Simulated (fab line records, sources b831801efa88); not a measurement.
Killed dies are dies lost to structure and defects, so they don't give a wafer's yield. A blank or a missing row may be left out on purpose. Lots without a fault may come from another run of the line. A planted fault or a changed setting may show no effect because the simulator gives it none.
fab line records | flow sky130
record lots=7 wafers=21 last_day=50
route steps=708 shown VT_ADJUST_NCORE@123 VT_ADJUST_HVTR@131 PAD_OPEN@708
lots that met no fault: from a run of the same line without faults
start_h: hours from the record's first day to the start of the lot's first wafer shown | wait_h: hours since the lot's step before | " the same as in the row above | L1.1+2: a row that stands for several wafers | - no value, or no start given | * or withheld: withheld | < > ~ a bound
route shown NAME@n: a module of which the file shows steps, and the number in the route of the first | usual: mean/standard deviation of fault-free wafers | same: alike in all rows | chamber/n: place in a boat | sites: the reading at each site | _std_site: their standard deviation | _edge_site: outer sites' mean less inner sites' | radius_mm: how far each site lies from the wafer's centre | mask NAME#n: copy n | behind: the tool/chamber that last shaped the wafer | hold: why the lot was held/for how many hours/how that ended | device: the transistor (n, p or np) that didn't switch | end of line: the same wafers' tests at the end of the route | a step without rows: its recipe alone | killed: dies lost to structure and defects at the first sort, not the wafer's yield | map: a wafer's dies, x killed, . not, _ none there
set.NAME: the setting as run; set.NAME@STEP: as run at that earlier step | model.NAME: the simulator's own value behind a step, which no gauge read
lots at some steps of the route; a table a step, a row a wafer
services: from which hour (start_h, from the record's first day; less than 0 if before it) a tool's chamber was out of use, for how many hours, and why
## steps
# step SKY_VT_ADJUST_NCORE_EXPOSE_04
# recipe mask_id=LVTN_COMPLEMENT_THIN na=0.6 source_shape=conventional sigma_outer=0.6 polarization=unpolarized target_cd_nm=380 dose_mj=139
# step SKY_VT_ADJUST_NCORE_PEB_05
# recipe temp_c=withheld time_s=* resist=NOVOLAK
# step SKY_VT_ADJUST_NCORE_DEVELOP_06
# recipe resist=NOVOLAK developer=TMAH develop_time_s=60 dev_temp_c=23
# step SKY_VT_ADJUST_NCORE_CD_MEAS_07
# recipe target_cd_nm=380
# usual cd_nm=379.8/2.9
# columns lot.wafer tool chamber start_h wait_h cd_nm
L308.1 cd_sem-02 - 194.47 0.1 382.1
L308.3 " - " " 379.9
L308.6 " - " " 379.5
L312.1 cd_sem-01 - 225.54 0.1 379.0
L312.2 " - " " 382.6
L312.3 " - " " 379.9
L313.1 cd_sem-01 - 228.87 0.1 378.8
L313.3 " - " " 375.3
L313.4 " - " " 379.7
L314.1 cd_sem-02 - 236.44 0.1 378.9
L314.3 " - " " 378.3
L314.6 " - " " 376.9
L315.1 cd_sem-01 - 247.59 0.1 376.5
L315.2 " - " " 375.5
L315.3 " - " " 376.4
L316.1 cd_sem-01 - 250.12 0.1 378.5
L316.3 " - " " 380.8
L316.5 " - " " 378.9
L327.2 cd_sem-02 - 325.56 0.1 380.0
L327.5 " - " " 380.0
L327.6 " - " " 378.8
# step SKY_VT_ADJUST_NCORE_OVL_MEAS_08
# usual VT_ADJUST_NCORE_OVL=0.7/1.5
# columns lot.wafer tool chamber start_h wait_h VT_ADJUST_NCORE_OVL[nm]
L308.1 overlay-02 - 194.59 0.1 0.7
L308.3 " - " " 1.7
L308.6 " - " " 2.1
L312.1 overlay-02 - 225.66 0.1 2.2
L312.2 " - " " 3.8
L312.3 " - " " 1.9
L313.1 overlay-01 - 228.99 0.1 -0.8
L313.3 " - " " 0.1
L313.4 " - " " -1.0
L314.1 overlay-01 - 236.56 0.1 1.4
L314.3 " - " " 0.3
L314.6 " - " " -0.2
L315.1 overlay-02 - 247.71 0.1 -1.2
L315.2 " - " " -0.5
L315.3 " - " " -1.6
L316.1 overlay-02 - 250.24 0.1 0.4
L316.3 " - " " 1.7
L316.5 " - " " 1.0
L327.2 overlay-01 - 325.67 0.1 0.0
L327.5 " - " " -1.4
L327.6 " - " " -1.6
# step SKY_VT_ADJUST_NCORE_IMPLANT_09
# recipe species=B energy_kev=10 dose_cm2=2.4e+12 tilt_deg=withheld
# step SKY_VT_ADJUST_NCORE_STRIP_10
# recipe chemistry=O2/N2 power_w=1400 pressure_mtorr=1500 platen_temp_c=withheld o2_flow_sccm=3000 n2_flow_sccm=300 overash_fraction=0.5
# usual drypump_motor_current_A=5.72/0.22 oes_product_au=0.716/0.0045 strip_time_to_endpoint_s=14.18/0.048
# columns lot.wafer tool chamber start_h wait_h drypump_motor_current_A oes_product_au rf_hours_counter_h strip_time_to_endpoint_s
L308.1 plasma_asher-01 1 194.77 0.1 5.71 0.709 51 14.29
L308.3 " 0 " " 5.57 0.714 - 14.24
L308.6 " 0 " " 5.56 0.704 - 14.27
L312.1 plasma_asher-04 0 225.85 0.1 6.02 0.713 11 14.17
L312.2 " 1 " " 5.77 0.711 11 14.17
L312.3 " 0 " " 6.04 0.718 - 14.21
L313.1 plasma_asher-01 0 229.17 0.1 5.54 0.711 55 14.15
L313.3 " 1 " " 5.75 0.719 - 14.15
L313.4 " 0 " " 5.56 0.719 - 14.12
L314.1 plasma_asher-04 1 236.75 0.1 5.76 0.715 12 14.20
L314.3 " 0 " " 6.05 0.710 - 14.19
L314.6 " 1 " " 5.74 0.717 - 14.15
L315.1 plasma_asher-04 1 247.90 0.1 5.75 0.718 13 14.20
L315.2 " 0 " " 6.06 0.720 13 14.24
L315.3 " 0 " " 6.03 0.711 - 14.25
L316.1 plasma_asher-01 1 250.42 0.1 5.79 0.724 57 14.22
L316.3 " 1 " " 5.77 0.719 - 14.17
L316.5 " 1 " " 5.75 0.711 - 14.14
L327.2 plasma_asher-01 0 325.85 0.1 5.58 0.708 64 14.18
L327.5 " 1 " " 5.77 0.725 - 14.24
L327.6 " 0 " " 5.57 0.722 - 14.25
# step SKY_VT_ADJUST_NCORE_TW_MEAS_11
# usual VT_ADJUST_NCORE_TW=220.6/2.6
# columns lot.wafer tool chamber start_h wait_h VT_ADJUST_NCORE_TW
L308.1 film_metro-02 - 194.87 0.1 224.2
L308.3 " - " " 223.4
L308.6 " - " " 225.3
L312.1 film_metro-02 - 225.95 0.1 224.2
L312.2 " - " " 222.6
L312.3 " - " " 221.9
L313.1 film_metro-02 - 229.27 0.1 222.3
L313.3 " - " " 222.6
L313.4 " - " " 222.1
L314.1 film_metro-02 - 236.85 0.1 222.0
L314.3 " - " " 222.7
L314.6 " - " " 223.2
L315.1 film_metro-03 - 248.00 0.1 218.1
L315.2 " - " " 216.8
L315.3 " - " " 217.9
L316.1 film_metro-02 - 250.52 0.1 225.8
L316.3 " - " " 223.7
L316.5 " - " " 224.1
L327.2 film_metro-04 - 325.96 0.1 218.1
L327.5 " - " " 219.3
L327.6 " - " " 219.5
# step SKY_VT_ADJUST_HVTR_DEHYDRATE_00
# recipe temp_c=200 time_s=60
# step SKY_VT_ADJUST_HVTR_HMDS_01
# recipe prime_time_s=60 prime_temp_c=120
# step SKY_VT_ADJUST_HVTR_COAT_02
# recipe resist=NOVOLAK spin_rpm=3000 resist_thk_nm=1140
# step SKY_VT_ADJUST_HVTR_SOFTBAKE_03
# recipe temp_c=90 time_s=60 resist=NOVOLAK
# step SKY_VT_ADJUST_HVTR_EXPOSE_04
# recipe mask_id=HVTRM target_cd_nm=380 na=0.6 source_shape=conventional sigma_outer=0.6 dose_mj=150
# usual reticle_temp_C=22.98/0.099
# same na=0.6
# columns lot.wafer tool chamber start_h wait_h mask reticle_temp_C model.VT_ADJUST_HVTR.overlay_x_nm
L308.1 iline_stepper-01 0 206.54 - HVTRM#0 22.97 -0.9244
L308.3 " 0 " " HVTRM#0 22.98 -0.9244
L308.6 " 0 " " HVTRM#0 22.84 -0.9244
L312.1 iline_stepper-02 0 237.69 - HVTRM#0 22.96 1.083
L312.2 " 0 " " HVTRM#0 23.07 1.083
L312.3 " 0 " " HVTRM#0 23.02 1.083
L313.1 iline_stepper-01 0 241.14 - HVTRM#0 23.02 -2.471
L313.3 " 0 " " HVTRM#0 23.23 -2.471
L313.4 " 0 " " HVTRM#0 22.91 -2.471
L314.1 iline_stepper-01 0 248.79 - HVTRM#0 22.95 118.4
L314.3 " 0 " " HVTRM#0 23.05 118.4
L314.6 " 0 " " HVTRM#0 23.03 118.4
L315.1 iline_stepper-01 0 259.59 - HVTRM#0 22.86 120.8
L315.2 " 0 " " HVTRM#0 22.97 120.8
L315.3 " 0 " " HVTRM#0 22.86 120.8
L316.1 iline_stepper-01 0 262.48 - HVTRM#0 22.99 116.4
L316.3 " 0 " " HVTRM#0 22.98 116.4
L316.5 " 0 " " HVTRM#0 23.05 116.4
L327.2 iline_stepper-02 0 344.90 - HVTRM#0 23.01 -4.93
L327.5 " 0 " " HVTRM#0 23.03 -4.93
L327.6 " 0 " " HVTRM#0 22.86 -4.93
# step SKY_VT_ADJUST_HVTR_PEB_05
# recipe temp_c=withheld time_s=* resist=NOVOLAK
# step SKY_VT_ADJUST_HVTR_DEVELOP_06
# recipe develop_time_s=60 dev_temp_c=23
# step SKY_VT_ADJUST_HVTR_CD_MEAS_07
# recipe target_cd_nm=380
# usual cd_nm=379.9/2.1
# columns lot.wafer tool chamber start_h wait_h cd_nm
L308.1 cd_sem-01 - 217.59 0.1 377.9
L308.3 " - " " 376.5
L308.6 " - " " 375.1
L312.1 cd_sem-01 - 249.22 0.1 380.6
L312.2 " - " " 379.0
L312.3 " - " " 383.4
L313.1 cd_sem-02 - 251.92 0.1 381.6
L313.3 " - " " 382.6
L313.4 " - " " 382.2
L314.1 cd_sem-01 - 260.19 0.1 383.0
L314.3 " - " " 382.8
L314.6 " - " " 382.1
L315.1 cd_sem-01 - 271.39 0.1 380.2
L315.2 " - " " 378.9
L315.3 " - " " 378.6
L316.1 cd_sem-02 - 274.54 0.1 382.1
L316.3 " - " " 381.1
L316.5 " - " " 382.3
L327.2 cd_sem-02 - 357.94 0.1 379.4
L327.5 " - " " 380.4
L327.6 " - " " 378.5
# step SKY_VT_ADJUST_HVTR_OVL_MEAS_08
# usual VT_ADJUST_HVTR_OVL=0.0/1.6
# columns lot.wafer tool chamber start_h wait_h VT_ADJUST_HVTR_OVL[nm]
L308.1 overlay-01 - 217.71 0.1 -0.5
L308.3 " - " " -0.3
L308.6 " - " " -0.8
L312.1 overlay-02 - 249.34 0.1 2.7
L312.2 " - " " 2.4
L312.3 " - " " 4.5
L313.1 overlay-01 - 252.04 0.1 -0.4
L313.3 " - " " -1.9
L313.4 " - " " -2.2
L314.1 overlay-01 - 260.31 0.1 117.8
L314.3 " - " " 117.6
L314.6 " - " " 117.9
L315.1 overlay-01 - 271.51 0.1 118.8
L315.2 " - " " 119.0
L315.3 " - " " 119.6
L316.1 overlay-01 - 274.66 0.1 117.0
L316.3 " - " " 116.5
L316.5 " - " " 117.1
L327.2 overlay-01 - 358.04 0.1 -1.6
L327.5 " - " " -2.0
L327.6 " - " " -0.2
# step SKY_VT_ADJUST_HVTR_IMPLANT_09
# recipe species=B energy_kev=10 dose_cm2=2.1e+12 tilt_deg=withheld
# step SKY_PAD_OPEN_PROBE_99
# usual killed_at_M0_to_M3=43/6.8 killed_at_M4_up=3.3/1.9 killed_at_contacts=24/5.3 killed_at_front_end=14/4.3 killed_at_other=0.3/0.62 killed_dies=85/9.8 killed_on_rim=17/3.9 killed_open=46/8 killed_short=39/5.9
# same gross_dies=492 killed_at_back_side=0
# columns lot.wafer tool chamber start_h wait_h killed_at_M0_to_M3 killed_at_M4_up killed_at_contacts killed_at_front_end killed_at_other killed_dies killed_on_rim killed_open killed_short model.etest.pfet_01v8_mvt.drive_ua_um model.etest.pfet_01v8_mvt.off_log10_a_um model.etest.pfet_01v8_mvt.vt_sat_v model.etest.pfet_01v8_mvt.vt_v
L308.1 prober-01 - 1110.00 0.1 45 1 21 12 0 79 18 31 48 150.4 -10.96 -0.586 -0.6748
L308.3 prober-01 - 1110.10 0.2 44 0 24 17 0 85 22 52 33 154.2 -10.82 -0.5791 -0.6711
L308.6 prober-01 - 1110.25 0.2 46 4 24 20 0 94 18 55 39 153.2 -10.81 -0.5784 -0.671
L312.1 prober-01 - 1134.21 0.1 36 3 22 6 0 67 8 40 27 151.6 -10.7 -0.5699 -0.6614
L312.2 prober-01 - 1134.26 0.1 42 1 21 6 0 70 14 35 35 147.7 -10.78 -0.5773 -0.6651
L312.3 prober-01 - 1134.31 0.2 42 5 30 12 0 89 13 50 39 149.4 -10.74 -0.5846 -0.6723
L313.1 prober-02 - 1134.53 0.1 50 2 20 13 1 86 25 46 40 153.4 -10.67 -0.5616 -0.6557
L313.3 prober-02 - 1134.63 0.2 53 5 34 13 0 105 16 52 53 150.7 -10.71 -0.5667 -0.6589
L313.4 prober-02 - 1134.68 0.2 46 4 32 9 1 92 15 57 35 149 -10.63 -0.5589 -0.6495
L314.1 prober-01 - 1136.56 0.1 40 4 20 9 0 73 16 47 26 146.7 -11.42 -0.6452 -0.7248
L314.3 prober-01 - 1136.66 0.2 42 1 26 14 0 83 19 44 39 147.7 -11.13 -0.6278 -0.7134
L314.6 prober-01 - 1136.81 0.2 40 2 33 18 0 93 20 50 43 144.1 -11.3 -0.6444 -0.7214
L315.1 prober-02 - 1154.04 0.1 43 6 24 15 0 88 8 46 42 146.5 -11.27 -0.6454 -0.7239
L315.2 prober-02 - 1154.09 0.1 45 5 26 14 1 91 16 49 42 145.6 -11.43 -0.6509 -0.7269
L315.3 prober-02 - 1154.14 0.2 38 1 27 20 0 86 17 50 36 143.6 -11.52 -0.6588 -0.7325
L316.1 prober-01 - 1155.93 0.1 52 6 22 9 0 89 26 51 38 149.8 -11.09 -0.6274 -0.71
L316.3 prober-01 - 1156.03 0.2 55 6 18 10 0 89 21 49 40 148.7 -11.11 -0.6247 -0.7084
L316.5 prober-01 - 1156.13 0.2 35 5 20 20 1 81 21 40 41 146.3 -11.12 -0.6257 -0.7085
L327.2 prober-02 - 1210.11 0.1 41 3 26 12 0 82 14 45 37 153.4 -10.65 -0.5686 -0.6571
L327.5 prober-02 - 1210.26 0.2 42 2 23 8 0 75 18 41 34 153.9 -10.64 -0.5641 -0.6596
L327.6 prober-02 - 1210.31 0.2 42 3 23 19 0 87 20 48 39 149.1 -10.82 -0.5731 -0.6597
# killed by level:class
L308.1 VIA1:geometric_particle:open=10 CONTACT:geometric_particle:open=8 VIA2:geometric_particle:open=7 VIA3:geometric_particle:short=6 LOCAL_INTERCONNECT:geometric_particle:short=6 VIA1:geometric_particle:short=6 METAL2:geometric_particle:short=6 POLY_GATE:geometric_particle:short=5
L308.3 VIA1:geometric_particle:open=11 VIA2:geometric_particle:open=10 CONTACT:geometric_particle:open=9 CONTACT:geometric_particle:short=8 VIA3:geometric_particle:open=6 METAL3:geometric_particle:short=5 FIELD_ISO:geometric_particle:open=4 POLY_GATE:geometric_particle:open=4
L308.6 POLY_GATE:geometric_particle:open=8 CONTACT:geometric_particle:open=8 VIA3:geometric_particle:open=8 VIA1:geometric_particle:open=7 FIELD_ISO:geometric_particle:open=5 METAL1:geometric_particle:short=5 VIA3:geometric_particle:short=5 VIA2:geometric_particle:open=5
L312.1 VIA1:geometric_particle:open=13 LI_CONTACT:geometric_particle:open=9 CONTACT:geometric_particle:open=5 VIA3:geometric_particle:short=5 CONTACT:geometric_particle:short=4 METAL1:geometric_particle:short=4 VIA2:geometric_particle:open=4 VIA2:geometric_particle:short=3
L312.2 VIA1:geometric_particle:open=13 METAL1:geometric_particle:short=7 CONTACT:geometric_particle:open=7 METAL2:geometric_particle:short=6 VIA1:geometric_particle:short=5 VIA2:geometric_particle:open=5 CONTACT:geometric_particle:short=4 LI_CONTACT:geometric_particle:short=3
L312.3 VIA1:geometric_particle:open=11 LI_CONTACT:geometric_particle:open=10 VIA3:geometric_particle:open=8 CONTACT:geometric_particle:short=7 LOCAL_INTERCONNECT:geometric_particle:short=5 METAL2:geometric_particle:short=5 LI_CONTACT:geometric_particle:short=4 POLY_GATE:geometric_particle:short=4
L313.1 VIA1:geometric_particle:open=10 CONTACT:geometric_particle:open=8 METAL1:geometric_particle:short=6 VIA3:geometric_particle:open=6 FIELD_ISO:geometric_particle:open=5 FIELD_ISO:geometric_particle:short=5 LOCAL_INTERCONNECT:geometric_particle:short=5 METAL3:geometric_particle:short=5
L313.3 CONTACT:geometric_particle:open=12 CONTACT:geometric_particle:short=11 VIA1:geometric_particle:open=10 VIA3:geometric_particle:open=8 METAL1:geometric_particle:short=7 METAL2:geometric_particle:short=7 LI_CONTACT:geometric_particle:open=6 VIA1:geometric_particle:short=5
L313.4 CONTACT:geometric_particle:open=15 VIA1:geometric_particle:open=10 VIA2:geometric_particle:open=9 LOCAL_INTERCONNECT:geometric_particle:short=6 LI_CONTACT:geometric_particle:open=5 VIA3:geometric_particle:open=5 VIA1:geometric_particle:short=5 FIELD_ISO:geometric_particle:open=4
L314.1 VIA3:geometric_particle:open=11 CONTACT:geometric_particle:open=10 VIA1:geometric_particle:open=10 METAL2:geometric_particle:short=5 LI_CONTACT:geometric_particle:open=5 FIELD_ISO:geometric_particle:open=4 METAL1:geometric_particle:short=4 VIA2:geometric_particle:open=4
L314.3 LI_CONTACT:geometric_particle:open=9 CONTACT:geometric_particle:open=9 METAL1:geometric_particle:short=7 VIA2:geometric_particle:open=7 FIELD_ISO:geometric_particle:short=5 CONTACT:geometric_particle:short=5 VIA1:geometric_particle:short=5 METAL2:geometric_particle:short=5
L314.6 CONTACT:geometric_particle:open=16 VIA1:geometric_particle:open=10 VIA3:geometric_particle:open=8 CONTACT:geometric_particle:short=8 POLY_GATE:geometric_particle:short=5 METAL1:geometric_particle:short=5 FIELD_ISO:geometric_particle:short=4 POLY_GATE:geometric_particle:open=4
L315.1 LI_CONTACT:geometric_particle:open=8 VIA1:geometric_particle:open=8 METAL2:geometric_particle:short=8 CONTACT:geometric_particle:open=6 CONTACT:geometric_particle:short=5 VIA2:geometric_particle:open=5 METAL4:geometric_particle:short=5 POLY_GATE:geometric_particle:short=4
L315.2 CONTACT:geometric_particle:open=9 METAL1:geometric_particle:short=9 LI_CONTACT:geometric_particle:open=8 VIA3:geometric_particle:open=7 LOCAL_INTERCONNECT:geometric_particle:short=6 VIA1:geometric_particle:open=6 VIA2:geometric_particle:open=6 FIELD_ISO:geometric_particle:open=5
L315.3 VIA1:geometric_particle:open=16 CONTACT:geometric_particle:open=15 POLY_GATE:geometric_particle:open=6 METAL2:geometric_particle:short=5 VIA1:geometric_particle:short=4 FIELD_ISO:geometric_particle:open=4 FIELD_ISO:geometric_particle:short=4 POLY_GATE:geometric_particle:short=4
L316.1 VIA3:geometric_particle:open=12 METAL2:geometric_particle:short=9 CONTACT:geometric_particle:open=9 LI_CONTACT:geometric_particle:open=8 VIA1:geometric_particle:open=8 VIA2:geometric_particle:open=6 METAL1:geometric_particle:short=5 VIA2:geometric_particle:short=4
L316.3 CONTACT:geometric_particle:open=11 VIA3:geometric_particle:open=10 VIA1:geometric_particle:open=9 VIA1:geometric_particle:short=9 METAL2:geometric_particle:short=6 FIELD_ISO:geometric_particle:short=5 METAL4:geometric_particle:short=4 VIA2:geometric_particle:open=4
L316.5 VIA3:geometric_particle:open=10 FIELD_ISO:geometric_particle:short=6 LI_CONTACT:geometric_particle:open=6 LOCAL_INTERCONNECT:geometric_particle:short=6 VIA1:geometric_particle:open=6 CONTACT:geometric_particle:open=5 VIA3:geometric_particle:short=5 METAL4:geometric_particle:short=4
L327.2 VIA1:geometric_particle:open=10 CONTACT:geometric_particle:open=9 LI_CONTACT:geometric_particle:open=8 VIA2:geometric_particle:open=7 LI_CONTACT:geometric_particle:short=5 POLY_GATE:geometric_particle:open=5 METAL1:geometric_particle:short=5 VIA1:geometric_particle:short=5
L327.5 VIA1:geometric_particle:open=9 LI_CONTACT:geometric_particle:open=7 CONTACT:geometric_particle:open=7 VIA2:geometric_particle:open=6 VIA2:geometric_particle:short=5 LOCAL_INTERCONNECT:geometric_particle:short=5 VIA3:geometric_particle:open=4 LI_CONTACT:geometric_particle:short=4
L327.6 CONTACT:geometric_particle:open=9 VIA3:geometric_particle:open=8 VIA1:geometric_particle:open=7 FIELD_ISO:geometric_particle:short=6 VIA2:geometric_particle:open=6 SPACER:geometric_particle:open=5 LI_CONTACT:geometric_particle:open=5 METAL2:geometric_particle:short=5
## services
# columns tool chamber start_h hours kind
iline_stepper-01 - 177.51 1.7 pm
plasma_asher-04 - 182.24 1.1 repair
iline_stepper-02 - 202.26 4.4 pm
plasma_asher-01 - 234.57 3.1 repair
iline_stepper-01 - 274.31 18.7 repair
iline_stepper-02 - 303.85 1.7 pm
iline_stepper-01 - 334.18 10.3 repair
iline_stepper-02 - 334.81 7.8 repair
## key
first_sign step=SKY_VT_ADJUST_HVTR_OVL_MEAS_08 reading=VT_ADJUST_HVTR_OVL direction=up sigmas=76 usual=0.0 struck=117.9
effect none on later readings
model_effect step=SKY_VT_ADJUST_HVTR_EXPOSE_04 value=VT_ADJUST_HVTR.overlay_x_nm without=-0.8582 struck=118.5
model_effect step=SKY_PAD_OPEN_PROBE_99 value=etest.pfet_01v8_mvt.drive_ua_um without=155 struck=146.6
met_at SKY_VT_ADJUST_HVTR_EXPOSE_04
struck_wafers L314.1,L314.3,L314.6,L315.1,L315.2,L315.3,L316.1,L316.3,L316.5
tester_left_out L314,L315,L316
onset_between 241.14 248.79
fault kind=scanner_matching_overlay tool=iline_stepper-01 chamber=- onset_h=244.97 steps=SKY_VT_ADJUST_HVTR_EXPOSE_04 offset=119.39
# tester_left_out: of these lots the tester's yield and bins aren't shown, on N5 and GAA mostly nor the transistor test; their killed dies are dies lost to structure and defects alone, not to doping, threshold or leakage, so they don't give the yield
